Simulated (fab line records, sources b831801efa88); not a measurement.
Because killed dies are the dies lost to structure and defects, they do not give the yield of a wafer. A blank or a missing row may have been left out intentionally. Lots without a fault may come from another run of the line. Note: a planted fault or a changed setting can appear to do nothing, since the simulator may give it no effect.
A lot that was struck, set against a sound lot + flow gf180mcu + 23 out of 602 route steps
Sound: wafers L934.2, L934.4, L934.5. Struck: wafers L946.1, L946.2, L946.4. The cause is named last.
Order at every step that has rows: each side's tool, ch and its chambers, its first start. Under that, the readings that differ: sound wafers + struck wafers + difference of the means + sigmas: that difference in standard deviations of wafers without a fault.
alike: same words and numbers on both sides, and readings whose means sit less than 2 such deviations apart. not compared: any withheld reading, any reading some wafer has no value for, any bound like >300 that may hide the same value, and any number with overlapping values for which the record gives no deviation.
The two part at a step that has a row with sigmas, a row that says differs or no value, or rows on one side only. Non-overlapping numbers with no deviation appear without sigmas and do not part them. Lack of a reading on every wafer of one side parts them only where that side has two or more wafers.

GF_V1_RS_MEAS_24: measures by four-point-probe.
  sound on film_metro-04, day 19 05:16; struck on film_metro-04, day 23 11:59
  alike: V1_W_RS
GF_V1_THK_MEAS_25: measures by xrf.
  sound on film_metro-04, day 19 05:23; struck on film_metro-04, day 23 12:07
  alike: V1_W_THK
GF_V1_CMP_26: polishes, stops on SiO2, t overpolish 15 s, target thk 0 nm.
  sound on cmp-02 ch 2,3, day 19 05:26; struck on cmp-01 ch 0,1,2, day 23 12:13
  alike: motor_current_A, overpolish_run_s, platen_rpm, time_to_endpoint_s
GF_M2_SPUTTER_00: material Ti, target thk 37.5 nm, time 150 s.
  sound on pvd_sputter-03, day 19 05:44; struck on pvd_sputter-03, day 23 12:28
  alike: cathode_dc_power_W, chamber_pressure_pa, substrate_temp_c, throttle_valve_pct
GF_M2_SPUTTER_01: material TiN, target thk 30 nm, time 25 s.
  sound on pvd_sputter-03, day 19 05:50; struck on pvd_sputter-03, day 23 12:34
  alike: cathode_dc_power_W, chamber_pressure_pa, throttle_valve_pct
GF_M2_SPUTTER_02: material AlCu, target thk 450 nm, time 23.9 s.
  sound on pvd_sputter-03, day 19 05:52; struck on pvd_sputter-03, day 23 12:36
  alike: cathode_dc_power_W, chamber_pressure_pa, throttle_valve_pct
GF_M2_SPUTTER_03: material Ti, target thk 10 nm, time 6.7 s.
  sound on pvd_sputter-03, day 19 05:53; struck on pvd_sputter-03, day 23 12:38
  alike: cathode_dc_power_W, chamber_pressure_pa, substrate_temp_c, throttle_valve_pct
then, 1 step without rows for these wafers: GF_M2_SPUTTER_04 (material TiN, target thk 50 nm, time 41.7 s).
GF_M2_RS_MEAS_05: measures by four-point-probe.
  sound on film_metro-03, day 19 05:58; struck on film_metro-02, day 23 12:41
  alike: M2_ALCU_RS
GF_M2_THK_MEAS_06: measures by xrf.
  sound on film_metro-03, day 19 06:05; struck on film_metro-02, day 23 12:49
| reading          | sound       | struck      | difference | sigmas |
|------------------|-------------|-------------|------------|--------|
| M2_ALCU_THK (nm) | 449 455 452 | 440 438 441 | -12        | -2     |
then, 2 steps without rows for these wafers: GF_M2_DEHYDRATE_07 (time 60 s); GF_M2_HMDS_08 (prime time 60 s).
GF_M2_COAT_09: resist thk 1000 nm.
  sound on litho_track-01 ch 0, day 19 17:56; struck on litho_track-01 ch 0, day 23 22:46
| reading                             | sound          | struck         | difference | sigmas |
|-------------------------------------|----------------|----------------|------------|--------|
| model.KrF_of_M2_COAT_09.thk_nm (nm) | 1002 1000 1002 | 1030 1030 1028 | +28        |        |
then, 4 steps without rows for these wafers: GF_M2_SOFTBAKE_10 (time 60 s); GF_M2_EXPOSE_11 (exposes mask Metal2, target cd 280 nm); GF_M2_PEB_12 (peb time 90 s); GF_M2_DEVELOP_13 (develop time 60 s).
GF_M2_CD_MEAS_14 targets a cd of 280 nm.
  sound on cd_sem-01, day 20 05:49; struck on cd_sem-02, day 24 09:31
| reading    | sound             | struck            | difference | sigmas |
|------------|-------------------|-------------------|------------|--------|
| cd_nm (nm) | 281.0 282.5 281.2 | 278.4 279.3 278.8 | -2.7       | -2     |
GF_M2_OVL_MEAS_15:
  sound on overlay-02, day 20 05:56; struck on overlay-01, day 24 09:38
  alike: M2_OVL
GF_M2_METAL_ETCH_16: etches the open film in Cl2/BCl3, stops on SiO2, target depth 627.5 nm, time 104.6 s.
  sound on rie_metal-03 ch 0,1, day 20 05:58; struck on rie_metal-03 ch 0,1, day 24 09:40
| reading                             | sound             | struck            | difference | sigmas |
|-------------------------------------|-------------------|-------------------|------------|--------|
| model.KrF_of_M2_COAT_09.thk_nm (nm) | 738.4 729.7 731.3 | 759.7 761.9 755.6 | +25.9      |        |
  alike: bcl3_flow_sccm, bias_w, drypump_motor_current_A, mfc_cl2_sccm, oes_product_au, throttle_valve_pct
  not compared: rf_hours_counter_h
GF_M2_STRIP_17: strips in O2/N2.
  sound on plasma_asher-01 ch 0,1, day 20 06:04; struck on plasma_asher-04 ch 0,1, day 24 09:47
| reading                      | sound             | struck            | difference | sigmas |
|------------------------------|-------------------|-------------------|------------|--------|
| drypump_motor_current_A (A)  | 5.25 5.36 5.24    | 5.87 5.98 5.88    | +0.63      | +2     |
| oes_product_au (a.u.)        | 0.552 0.555 0.560 | 0.564 0.564 0.572 | +0.011     | +2     |
| strip_time_to_endpoint_s (s) | 7.88 7.83 7.83    | 8.12 8.13 8.08    | +0.26      | +5     |
  alike: heater_power_w
  not compared: rf_hours_counter_h
then, 1 step without rows for these wafers: GF_M2_STRIP_18 (strips in post etch residue remover, time 1200 s).
GF_PASSIVATION_PROBE_99:
  sound wafers here have rows in the record (prober-02, day 29 20:58); struck ones have none

== WHERE THEY PART ==
Last at GF_PASSIVATION_PROBE_99 as far as this record goes, first at GF_M2_THK_MEAS_06.

WHY: what had been put in by the simulator
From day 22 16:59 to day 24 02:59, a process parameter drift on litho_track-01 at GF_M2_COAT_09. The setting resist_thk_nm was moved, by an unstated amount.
